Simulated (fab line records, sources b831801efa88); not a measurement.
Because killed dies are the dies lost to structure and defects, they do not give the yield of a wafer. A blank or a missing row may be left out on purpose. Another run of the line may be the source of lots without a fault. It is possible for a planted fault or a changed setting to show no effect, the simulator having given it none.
fab line records -- flow gf180mcu
record lots=12, wafers=36, last_day=34
route steps=602 shown HV_LDD@212 SALICIDE@284 V1@356 M2@365
lots with no fault: from the same line, run without faults
start_h: start of the lot's first displayed wafer, in hours after the record's first day -- wait_h: hours elapsed since this lot's preceding step -- " as in the row above -- L1.1+2: several wafers, shown together as one row -- - either no value or no given start -- * or withheld: withheld -- < > ~ a bound
route shown NAME@n: names a module that has steps shown in the file, with the first one's number in the route -- usual: mean/standard deviation taken from wafers without a fault -- same: alike in all rows -- chamber/n: place in a boat -- sites: each site's reading -- _std_site: their standard deviation -- _edge_site: mean of outer sites minus mean of inner sites -- radius_mm: how far each site lies from the wafer's centre -- mask NAME#n: copy n -- behind: the last tool/chamber to shape the wafer -- hold: what put the lot on hold/how long, in hours/how the hold closed -- device: which transistor (n, p or np) failed to switch -- end of line: the tests these same wafers got at the end of their route -- a step with no rows: only its recipe -- killed: not the wafer's yield, but the dies lost to structure and defects at the first sort -- map: the dies of a wafer, with x for killed, . for not killed, _ for no die there
set.NAME: the setting that was run; set.NAME@STEP: the one run at that earlier step -- model.NAME: the simulator's own value behind a step, which no gauge read
steps of the route over a sample of lots; a table a step, a row a wafer
services: when a tool's chamber went out of use (start_h, in hours from the record's first day, below 0 if earlier), for how many hours, and the reason
## steps
# step GF_HV_LDD_IMPLANT_36
# recipe species=P, energy_kev=60, dose_cm2=7.5e+12, tilt_deg=30, rotation_deg=270
# usual dose_ions_cm2=7.501e+12/9.1e+09, faraday_current_uA=42.3/0.92
lot.wafer,tool,chamber,start_h,wait_h,dose_ions_cm2,faraday_current_uA
L954.1,implanter-04,0,268.02,0.1,7.499e+12,42.0
L954.3,implanter-04,0,268.02,0.1,7.495e+12,42.1
L954.6,implanter-04,0,268.02,0.1,7.508e+12,42.9
L955.1,implanter-04,0,275.57,0.1,7.49e+12,41.2
L955.2,implanter-04,0,275.57,0.1,7.502e+12,41.7
L955.4,implanter-04,0,275.57,0.1,7.491e+12,42.3
L956.1,implanter-03,0,282.07,0.1,7.514e+12,43.7
L956.3,implanter-03,0,282.07,0.1,7.488e+12,43.4
L956.4,implanter-03,0,282.07,0.1,7.509e+12,41.1
L961.1,implanter-04,0,323.92,0.1,5.52e+12,31.5
L961.2,implanter-04,0,323.92,0.1,5.536e+12,30.5
L961.6,implanter-04,0,323.92,0.1,5.527e+12,30.9
L962.1,implanter-04,0,334.32,0.1,5.533e+12,32.4
L962.4,implanter-04,0,334.32,0.1,5.524e+12,30.1
L962.5,implanter-04,0,334.32,0.1,5.54e+12,32.1
L963.2,implanter-03,0,338.74,0.1,7.509e+12,42.8
L963.5,implanter-03,0,338.74,0.1,7.5e+12,41.6
L963.6,implanter-03,0,338.74,0.1,7.508e+12,40.6
L964.1,implanter-03,0,344.71,0.1,7.511e+12,41.9
L964.2,implanter-03,0,344.71,0.1,7.499e+12,43.8
L964.4,implanter-03,0,344.71,0.1,7.498e+12,41.6
L968.1,implanter-03,0,378.37,0.1,7.492e+12,41.6
L968.5,implanter-03,0,378.37,0.1,7.472e+12,43.1
L968.6,implanter-03,0,378.37,0.1,7.507e+12,42.4
L972.1,implanter-02,0,411.96,0.1,7.498e+12,42.7
L972.4,implanter-02,0,411.96,0.1,7.503e+12,41.6
L972.6,implanter-02,0,411.96,0.1,7.491e+12,43.9
L973.1,implanter-03,0,421.76,0.1,7.496e+12,42.7
L973.2,implanter-03,0,421.76,0.1,7.499e+12,42.0
L973.6,implanter-03,0,421.76,0.1,7.51e+12,42.7
L974.2,implanter-03,0,435.34,0.1,7.505e+12,42.1
L974.3,implanter-03,0,435.34,0.1,7.51e+12,43.2
L974.4,implanter-03,0,435.34,0.1,7.51e+12,42.1
L975.3,implanter-02,0,435.43,0.1,7.503e+12,43.7
L975.4,implanter-02,0,435.43,0.1,7.486e+12,40.9
L975.5,implanter-02,0,435.43,0.1,7.517e+12,43.0
# step GF_HV_LDD_TW_MEAS_38
# usual HV_LDD_3_TW=1459/15
lot.wafer,tool,chamber,start_h,wait_h,HV_LDD_3_TW
L954.1,film_metro-01,-,268.27,0.1,1435
L954.3,film_metro-01,-,268.27,0.1,1441
L954.6,film_metro-01,-,268.27,0.1,1436
L955.1,film_metro-01,-,275.82,0.1,1439
L955.2,film_metro-01,-,275.82,0.1,1438
L955.4,film_metro-01,-,275.82,0.1,1437
L956.1,film_metro-04,-,282.32,0.1,1463
L956.3,film_metro-04,-,282.32,0.1,1462
L956.4,film_metro-04,-,282.32,0.1,1462
L961.1,film_metro-03,-,324.17,0.1,1420
L961.2,film_metro-03,-,324.17,0.1,1436
L961.6,film_metro-03,-,324.17,0.1,1425
L962.1,film_metro-01,-,334.57,0.1,1406
L962.4,film_metro-01,-,334.57,0.1,1419
L962.5,film_metro-01,-,334.57,0.1,1418
L963.2,film_metro-01,-,338.98,0.1,1450
L963.5,film_metro-01,-,338.98,0.1,1450
L963.6,film_metro-01,-,338.98,0.1,1443
L964.1,film_metro-04,-,344.96,0.1,1481
L964.2,film_metro-04,-,344.96,0.1,1482
L964.4,film_metro-04,-,344.96,0.1,1482
L968.1,film_metro-04,-,378.62,0.1,1483
L968.5,film_metro-04,-,378.62,0.1,1477
L968.6,film_metro-04,-,378.62,0.1,1482
L972.1,film_metro-03,-,412.21,0.1,1458
L972.4,film_metro-03,-,412.21,0.1,1458
L972.6,film_metro-03,-,412.21,0.1,1456
L973.1,film_metro-01,-,422.01,0.1,1435
L973.2,film_metro-01,-,422.01,0.1,1442
L973.6,film_metro-01,-,422.01,0.1,1451
L974.2,film_metro-03,-,435.58,0.1,1462
L974.3,film_metro-03,-,435.58,0.1,1458
L974.4,film_metro-03,-,435.58,0.1,1463
L975.3,film_metro-04,-,435.65,0.1,1488
L975.4,film_metro-04,-,435.65,0.1,1478
L975.5,film_metro-04,-,435.65,0.1,1483
# step GF_HV_LDD_RS_MEAS_53
# recipe thk_meas_gauge=four-point-probe
# usual HV_LDD_RS=418.1/0.92
lot.wafer,tool,chamber,start_h,wait_h,HV_LDD_RS[ohm/sq]
L954.1,film_metro-04,-,287.99,0.1,417.1
L954.3,film_metro-04,-,287.99,0.1,417.3
L954.6,film_metro-04,-,287.99,0.1,416.6
L955.1,film_metro-01,-,296.04,0.1,417.9
L955.2,film_metro-01,-,296.04,0.1,419.7
L955.4,film_metro-01,-,296.04,0.1,418.7
L956.1,film_metro-03,-,301.94,0.1,417.8
L956.3,film_metro-03,-,301.94,0.1,418.0
L956.4,film_metro-03,-,301.94,0.1,418.6
L961.1,film_metro-01,-,344.20,0.1,421.5
L961.2,film_metro-01,-,344.20,0.1,422.1
L961.6,film_metro-01,-,344.20,0.1,421.2
L962.1,film_metro-04,-,356.04,0.1,424.3
L962.4,film_metro-04,-,356.04,0.1,424.6
L962.5,film_metro-04,-,356.04,0.1,424.2
L963.2,film_metro-01,-,361.35,0.1,417.7
L963.5,film_metro-01,-,361.35,0.1,417.2
L963.6,film_metro-01,-,361.35,0.1,416.7
L964.1,film_metro-03,-,367.34,0.1,418.7
L964.2,film_metro-03,-,367.34,0.1,418.7
L964.4,film_metro-03,-,367.34,0.1,418.2
L968.1,film_metro-03,-,401.71,0.1,417.6
L968.5,film_metro-03,-,401.71,0.1,418.9
L968.6,film_metro-03,-,401.71,0.1,417.0
L972.1,film_metro-03,-,436.94,0.1,419.3
L972.4,film_metro-03,-,436.94,0.1,418.8
L972.6,film_metro-03,-,436.94,0.1,419.2
L973.1,film_metro-04,-,447.24,0.1,417.8
L973.2,film_metro-04,-,447.24,0.1,417.8
L973.6,film_metro-04,-,447.24,0.1,418.2
L974.2,film_metro-01,-,460.71,0.1,416.4
L974.3,film_metro-01,-,460.71,0.1,417.0
L974.4,film_metro-01,-,460.71,0.1,417.7
L975.3,film_metro-03,-,460.83,0.1,418.5
L975.4,film_metro-03,-,460.83,0.1,418.6
L975.5,film_metro-03,-,460.83,0.1,418.4
# step GF_SALICIDE_RTA_06
# recipe temp_c=530, time_s=30, ambient=N2
# usual lamp_power_pct=5.9/0.89, wafer_temp_C_max=532.7/0.74
lot.wafer,tool,chamber,start_h,wait_h,lamp_power_pct,wafer_temp_C_max
L954.1,rtp_anneal-02,0,353.25,0.1,5.3,532.9
L954.3,rtp_anneal-02,0,353.25,0.1,5.3,533.6
L954.6,rtp_anneal-02,0,353.25,0.1,5.3,532.4
L955.1,rtp_anneal-02,0,362.56,0.1,5.3,533.4
L955.2,rtp_anneal-02,0,362.56,0.1,5.3,531.8
L955.4,rtp_anneal-02,0,362.56,0.1,5.3,533.0
L956.1,rtp_anneal-02,0,368.15,0.1,5.3,533.3
L956.3,rtp_anneal-02,0,368.15,0.1,5.3,533.7
L956.4,rtp_anneal-02,0,368.15,0.1,5.3,533.4
L961.1,rtp_anneal-02,0,417.27,0.1,5.3,533.2
L961.2,rtp_anneal-02,0,417.27,0.1,5.3,533.2
L961.6,rtp_anneal-02,0,417.27,0.1,5.3,532.0
L962.1,rtp_anneal-02,0,431.24,0.1,5.3,533.6
L962.4,rtp_anneal-02,0,431.24,0.1,5.3,533.2
L962.5,rtp_anneal-02,0,431.24,0.1,5.3,533.1
L963.2,rtp_anneal-02,0,436.71,0.1,5.3,532.4
L963.5,rtp_anneal-02,0,436.71,0.1,5.3,533.3
L963.6,rtp_anneal-02,0,436.71,0.1,5.3,533.2
L964.1,rtp_anneal-01,0,443.79,0.1,7.3,532.3
L964.2,rtp_anneal-01,0,443.79,0.1,7.3,531.9
L964.4,rtp_anneal-01,0,443.79,0.1,7.3,532.1
L968.1,rtp_anneal-02,0,478.85,0.1,5.3,533.7
L968.5,rtp_anneal-02,0,478.85,0.1,5.3,532.4
L968.6,rtp_anneal-02,0,478.85,0.1,5.3,533.3
L972.1,rtp_anneal-01,0,512.45,0.1,7.3,531.7
L972.4,rtp_anneal-01,0,512.45,0.1,7.3,531.8
L972.6,rtp_anneal-01,0,512.45,0.1,7.3,532.3
L973.1,rtp_anneal-02,0,522.12,0.1,5.3,533.1
L973.2,rtp_anneal-02,0,522.12,0.1,5.3,532.7
L973.6,rtp_anneal-02,0,522.12,0.1,5.3,532.6
L974.2,rtp_anneal-02,0,535.98,0.1,5.3,533.3
L974.3,rtp_anneal-02,0,535.98,0.1,5.3,534.4
L974.4,rtp_anneal-02,0,535.98,0.1,5.3,532.9
L975.3,rtp_anneal-02,0,536.78,0.1,5.3,533.3
L975.4,rtp_anneal-02,0,536.78,0.1,5.3,533.7
L975.5,rtp_anneal-02,0,536.78,0.1,5.3,532.4
# step GF_V1_SPUTTER_21
# recipe material=Ti, target_thk_nm=15, chamber_pressure_pa=5, power_w=2446, substrate_temp_c=200, time_s=80.02
# usual cathode_dc_power_W=2446.0/0.46, chamber_pressure_pa=5.000/0.01, throttle_valve_pct=30.1/0.99
lot.wafer,tool,chamber,start_h,wait_h,cathode_dc_power_W,chamber_pressure_pa,throttle_valve_pct
L954.1,pvd_sputter-02,-,426.08,0.0,2446.0,5.012,30.1
L954.3,pvd_sputter-02,-,426.08,0.0,2445.4,5.014,30.6
L954.6,pvd_sputter-02,-,426.08,0.0,2445.6,5.006,28.8
L955.1,pvd_sputter-03,-,437.18,0.0,2447.2,4.995,30.0
L955.2,pvd_sputter-03,-,437.18,0.0,2445.8,5.003,31.9
L955.4,pvd_sputter-03,-,437.18,0.0,2447.4,5.000,29.9
L956.1,pvd_sputter-01,-,442.69,0.0,2446.4,5.009,28.7
L956.3,pvd_sputter-01,-,442.69,0.0,2446.5,4.998,31.0
L956.4,pvd_sputter-01,-,442.69,0.0,2445.4,4.992,29.3
L961.1,pvd_sputter-02,-,495.23,0.0,2446.8,4.992,28.8
L961.2,pvd_sputter-02,-,495.23,0.0,2445.6,5.004,30.1
L961.6,pvd_sputter-02,-,495.23,0.0,2445.9,5.013,30.1
L962.1,pvd_sputter-01,-,508.54,0.0,2445.7,4.992,30.9
L962.4,pvd_sputter-01,-,508.54,0.0,2446.5,5.018,28.5
L962.5,pvd_sputter-01,-,508.54,0.0,2446.3,5.015,29.3
L963.2,pvd_sputter-03,-,513.45,0.0,2446.3,5.012,29.8
L963.5,pvd_sputter-03,-,513.45,0.0,2447.3,5.002,30.3
L963.6,pvd_sputter-03,-,513.45,0.0,2445.6,4.998,31.8
L964.1,pvd_sputter-01,-,520.97,0.0,2445.8,5.015,29.2
L964.2,pvd_sputter-01,-,520.97,0.0,2445.7,4.996,28.4
L964.4,pvd_sputter-01,-,520.97,0.0,2445.9,4.981,31.0
L968.1,pvd_sputter-02,-,553.17,0.0,2445.3,4.986,30.4
L968.5,pvd_sputter-02,-,553.17,0.0,2446.4,4.992,29.6
L968.6,pvd_sputter-02,-,553.17,0.0,2446.8,4.985,29.9
L972.1,pvd_sputter-01,-,583.64,0.0,2445.9,4.982,28.4
L972.4,pvd_sputter-01,-,583.64,0.0,2446.0,4.999,29.2
L972.6,pvd_sputter-01,-,583.64,0.0,2446.2,5.007,29.2
L973.1,pvd_sputter-03,-,593.79,0.0,2445.7,5.011,31.2
L973.2,pvd_sputter-03,-,593.79,0.0,2445.8,4.987,29.9
L973.6,pvd_sputter-03,-,593.79,0.0,2446.3,4.982,30.0
L974.2,pvd_sputter-01,-,605.87,0.0,2445.5,5.008,30.9
L974.3,pvd_sputter-01,-,605.87,0.0,2447.0,5.001,29.0
L974.4,pvd_sputter-01,-,605.87,0.0,2445.9,5.018,31.5
L975.3,pvd_sputter-01,-,606.72,0.0,2446.3,5.006,31.6
L975.4,pvd_sputter-01,-,606.72,0.0,2446.1,5.002,29.3
L975.5,pvd_sputter-01,-,606.72,0.0,2446.1,4.993,31.0
# step GF_M2_SPUTTER_03
# recipe material=Ti, target_thk_nm=10, substrate_temp_c=300, chamber_pressure_pa=0.3, power_w=3000, time_s=6.7
# usual cathode_dc_power_W=3000.0/0.62, chamber_pressure_pa=0.3000/0.00058, throttle_valve_pct=30.2/1.3
lot.wafer,tool,chamber,start_h,wait_h,cathode_dc_power_W,chamber_pressure_pa,throttle_valve_pct
L954.1,pvd_sputter-03,-,426.94,0.0,2999.6,0.3009,29.9
L954.3,pvd_sputter-03,-,426.94,0.0,2998.9,0.3004,30.0
L954.6,pvd_sputter-03,-,426.94,0.0,2999.6,0.3007,30.0
L955.1,pvd_sputter-03,-,438.03,0.0,2999.4,0.2997,30.8
L955.2,pvd_sputter-03,-,438.03,0.0,2999.0,0.2999,30.0
L955.4,pvd_sputter-03,-,438.03,0.0,2999.1,0.2997,30.0
L956.1,pvd_sputter-02,-,443.66,0.0,3000.4,0.2992,30.6
L956.3,pvd_sputter-02,-,443.66,0.0,3000.4,0.2999,30.1
L956.4,pvd_sputter-02,-,443.66,0.0,3001.2,0.3001,29.7
L961.1,pvd_sputter-02,-,496.08,0.0,2999.6,0.3004,29.6
L961.2,pvd_sputter-02,-,496.08,0.0,2998.9,0.2996,30.8
L961.6,pvd_sputter-02,-,496.08,0.0,2999.3,0.2995,31.0
L962.1,pvd_sputter-04,-,509.39,0.0,3001.1,0.3000,30.0
L962.4,pvd_sputter-04,-,509.39,0.0,2999.7,0.2991,32.2
L962.5,pvd_sputter-04,-,509.39,0.0,3000.5,0.3006,30.0
L963.2,pvd_sputter-04,-,514.30,0.0,2999.4,0.2999,32.2
L963.5,pvd_sputter-04,-,514.30,0.0,3000.2,0.2999,30.0
L963.6,pvd_sputter-04,-,514.30,0.0,2999.2,0.2998,27.1
L964.1,pvd_sputter-04,-,521.83,0.0,2999.7,0.3000,29.9
L964.2,pvd_sputter-04,-,521.83,0.0,2999.3,0.2996,30.0
L964.4,pvd_sputter-04,-,521.83,0.0,2999.8,0.2996,27.2
L968.1,pvd_sputter-03,-,554.03,0.0,2999.7,0.3010,31.9
L968.5,pvd_sputter-03,-,554.03,0.0,2999.5,0.3000,30.0
L968.6,pvd_sputter-03,-,554.03,0.0,2999.8,0.2998,31.8
L972.1,pvd_sputter-03,-,584.51,0.0,2999.4,0.3001,31.8
L972.4,pvd_sputter-03,-,584.51,0.0,3000.3,0.2995,31.0
L972.6,pvd_sputter-03,-,584.51,0.0,3000.2,0.3002,31.9
L973.1,pvd_sputter-02,-,594.64,0.0,3000.2,0.2993,29.7
L973.2,pvd_sputter-02,-,594.64,0.0,2998.6,0.2994,30.9
L973.6,pvd_sputter-02,-,594.64,0.0,2999.4,0.2993,29.5
L974.2,pvd_sputter-02,-,606.73,0.0,3000.6,0.3002,28.9
L974.3,pvd_sputter-02,-,606.73,0.0,3000.0,0.2996,29.5
L974.4,pvd_sputter-02,-,606.73,0.0,2999.4,0.2996,31.0
L975.3,pvd_sputter-03,-,607.69,0.0,2999.5,0.2999,29.9
L975.4,pvd_sputter-03,-,607.69,0.0,2999.0,0.3004,29.8
L975.5,pvd_sputter-03,-,607.69,0.0,2998.9,0.2995,31.9
## services
tool,chamber,start_h,hours,kind
pvd_sputter-04,-,254.49,1.2,repair
pvd_sputter-03,-,266.22,3.0,repair
implanter-03,-,288.01,0.6,repair
pvd_sputter-01,-,293.06,2.3,repair
implanter-03,-,314.70,2.6,repair
pvd_sputter-01,-,319.56,2.4,repair
pvd_sputter-04,-,329.98,1.4,repair
implanter-04,-,346.70,104.5,repair
rtp_anneal-02,-,347.16,5.0,pm
implanter-04,-,356.24,2.9,repair
pvd_sputter-04,-,361.62,33.5,repair
pvd_sputter-01,-,434.88,4.9,repair
pvd_sputter-04,-,437.73,4.5,repair
pvd_sputter-02,-,441.46,2.0,repair
pvd_sputter-02,-,454.16,1.8,repair
implanter-03,-,460.69,0.9,repair
pvd_sputter-01,-,473.68,1.7,repair
implanter-04,-,487.34,16.4,repair
implanter-04,-,519.95,5.5,repair
implanter-03,-,552.78,5.4,pm
implanter-04,-,560.71,5.1,pm
pvd_sputter-01,-,568.82,0.5,repair
implanter-04,-,575.27,4.6,repair
implanter-04,-,576.50,2.8,repair
## key
first_sign step=GF_HV_LDD_IMPLANT_36, reading=dose_ions_cm2, direction=down, sigmas=99+, usual=7.501e+12, struck=5.53e+12
effect step=GF_HV_LDD_IMPLANT_36, reading=faraday_current_uA, direction=down, sigmas=12, usual=42.3, struck=31.3
effect step=GF_HV_LDD_TW_MEAS_38, reading=HV_LDD_3_TW, direction=down, sigmas=2.5, usual=1459, struck=1421
effect step=GF_HV_LDD_RS_MEAS_53, reading=HV_LDD_RS, direction=up, sigmas=5.3, usual=418.1, struck=423.0
met_at GF_HV_LDD_IMPLANT_36
struck_lots L961,L962
tester_left_out L961,L962
not_acting_at GF_SALICIDE_RTA_06,GF_V1_SPUTTER_21,GF_M2_SPUTTER_03
onset_between 275.57 323.92
fault kind=process_parameter_drift, tool=implanter-04, chamber=-, onset_h=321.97, steps=GF_HV_LDD_IMPLANT_36, channel=dose_cm2, offset=-1.9711e+12, shape=step, end_h=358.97, acts_in=these_recipes_only, stated=7.5e+12
# tester_left_out: of these lots the tester's yield and bins aren't shown, on N5 and GAA mostly nor the transistor test; their killed dies are dies lost to structure and defects alone, not to doping, threshold or leakage, so they don't give the yield
